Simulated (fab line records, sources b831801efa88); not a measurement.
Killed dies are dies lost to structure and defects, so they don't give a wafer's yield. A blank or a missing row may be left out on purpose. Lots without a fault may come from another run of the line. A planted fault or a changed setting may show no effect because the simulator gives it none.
Split-lot experiment | flow sky130 | 5 lots, 23 wafers read, on a route of 708 steps

THE SPLIT
At SKY_VT_ADJUST_HVTP_SOFTBAKE_03 (time 60 s), the setting temp_c was moved away from the recipe's 90 C on 7 of the 23 wafers read, by -2.6% to +4.1%. The other wafers ran this setting at the recipe's value.

FROM THE SPLIT TO THE READING: what the file shows between them, 2 steps
- SKY_VT_ADJUST_HVTP_EXPOSE_04: exposes mask HVTPM, target cd 380 nm
- SKY_VT_ADJUST_HVTP_PEB_05

THE READING
NOVOLAK_of_VT_ADJUST_HVTP_COAT_02.thk_nm (the simulator's own value, which no gauge read), in nm, at SKY_VT_ADJUST_HVTP_DEVELOP_06 (develop time 57.77 s). The file gives no usual value for it. The 16 wafers here that ran the recipe average 1140 nm, standard deviation 3.5 nm.

wafer  | tool, chamber at the split | temp_c as run, C | against the recipe | NOVOLAK_of_VT_ADJUST_HVTP_COAT_02.thk_nm, nm | against lot-mates on the recipe
L074.1 | litho_track-01, 0          | 90               | recipe             | 1140                                         | -
L074.4 | litho_track-01, 0          | 90               | recipe             | 1138                                         | -
L074.5 | litho_track-01, 0          | 90               | recipe             | 1138                                         | -
L077.1 | litho_track-04, 0          | 91.59            | +1.8%              | 1132                                         | -10
L077.2 | litho_track-04, 0          | 90               | recipe             | 1142                                         | -
L077.3 | litho_track-04, 0          | 90               | recipe             | 1140                                         | -
L077.4 | litho_track-04, 0          | 90               | recipe             | 1144                                         | -
L077.6 | litho_track-04, 0          | 91.59            | +1.8%              | 1138                                         | -4
L078.1 | litho_track-03, 0          | 90               | recipe             | 1137                                         | -
L078.2 | litho_track-03, 0          | 90               | recipe             | 1137                                         | -
L078.3 | litho_track-03, 0          | 90               | recipe             | 1138                                         | -
L078.4 | litho_track-03, 0          | 90               | recipe             | 1139                                         | -
L078.5 | litho_track-03, 0          | 90               | recipe             | 1133                                         | -
L082.1 | litho_track-03, 0          | 87.66            | -2.6%              | 1150                                         | +6
L082.2 | litho_track-03, 0          | 90               | recipe             | 1141                                         | -
L082.3 | litho_track-03, 0          | 87.66            | -2.6%              | 1148                                         | +4
L082.4 | litho_track-03, 0          | 90               | recipe             | 1142                                         | -
L082.5 | litho_track-03, 0          | 90               | recipe             | 1148                                         | -
L083.1 | litho_track-04, 0          | 93.68            | +4.1%              | 1127                                         | -16
L083.2 | litho_track-04, 0          | 90               | recipe             | 1143                                         | -
L083.4 | litho_track-04, 0          | 93.68            | +4.1%              | 1130                                         | -14
L083.5 | litho_track-04, 0          | 90               | recipe             | 1144                                         | -
L083.6 | litho_track-04, 0          | 93.68            | +4.1%              | 1132                                         | -12

THE FIT
A straight line over all 23 wafers: NOVOLAK_of_VT_ADJUST_HVTP_COAT_02.thk_nm changes by -2.81 nm for each +1% of temp_c; r = -0.83; the points scatter about the line by 3.3 nm.
The same after taking each lot's own level away (the mean of its wafers on the recipe; 23 wafers): -3.1 nm for each +1%; r = -0.92; scatter 2.3 nm.
On that fit, the largest move of temp_c shifts the reading by 13 nm.
The lots' own levels span 1136.8 to 1143.7 nm, that is 2.0 times the standard deviation above.
So the lot-to-lot level changes the slope little: the two slopes agree.
Check: with one of the wafers moved furthest among these (+4.1%) left out of the fit, the line predicts -12.1 nm for it against its lot-mates. It came out at -16.5 nm against them.

OTHER SPLITS ON THESE WAFERS
These wafers also went through other splits before the reading. Each is held against what the fit with the lots' levels taken away leaves over:
other split on the same wafers      | wafers away from the commonest value | r with NOVOLAK_of_VT_ADJUST_HVTP_COAT_02.thk_nm (lot level and that fit taken away)
SKY_FIELD_ISO_CVD_03 time_s         | 18                                   | -0.12
SKY_FIELD_ISO_DEVELOP_12 dev_temp_c | 9                                    | +0.08
SKY_NWELL_OXIDATION_01 temp_c       | 5                                    | -0.02
SKY_PWDE_COAT_02 resist_thk_nm      | 10                                   | +0.13
SKY_PWDE_IMPLANT_08 dose_cm2        | 8                                    | +0.15
SKY_NWELL_STRIP_14 pressure_mtorr   | 18                                   | -0.05
SKY_NWELL_DEVELOP_22 develop_time_s | 5                                    | -0.02

THE WHOLE CHAIN: every reading that the file lists as answering this split, in the file's order
step                          | what it does         | reading                                                                                   | change (the file's fit)              | r (the file's)
SKY_VT_ADJUST_HVTP_DEVELOP_06 | develop time 57.77 s | NOVOLAK_of_VT_ADJUST_HVTP_COAT_02.thk_nm (the simulator's own value, which no gauge read) | -3.04 nm for each +1% of the setting | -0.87
SKY_VT_ADJUST_HVTP_STRIP_10   | strips in O2/N2      | strip_time_to_endpoint_s                                                                  | withheld for each +1% of the setting | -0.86

THE FILE'S OWN FIT
NOVOLAK_of_VT_ADJUST_HVTP_COAT_02.thk_nm changes by -3.04 nm for each +1% of temp_c, r = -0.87.
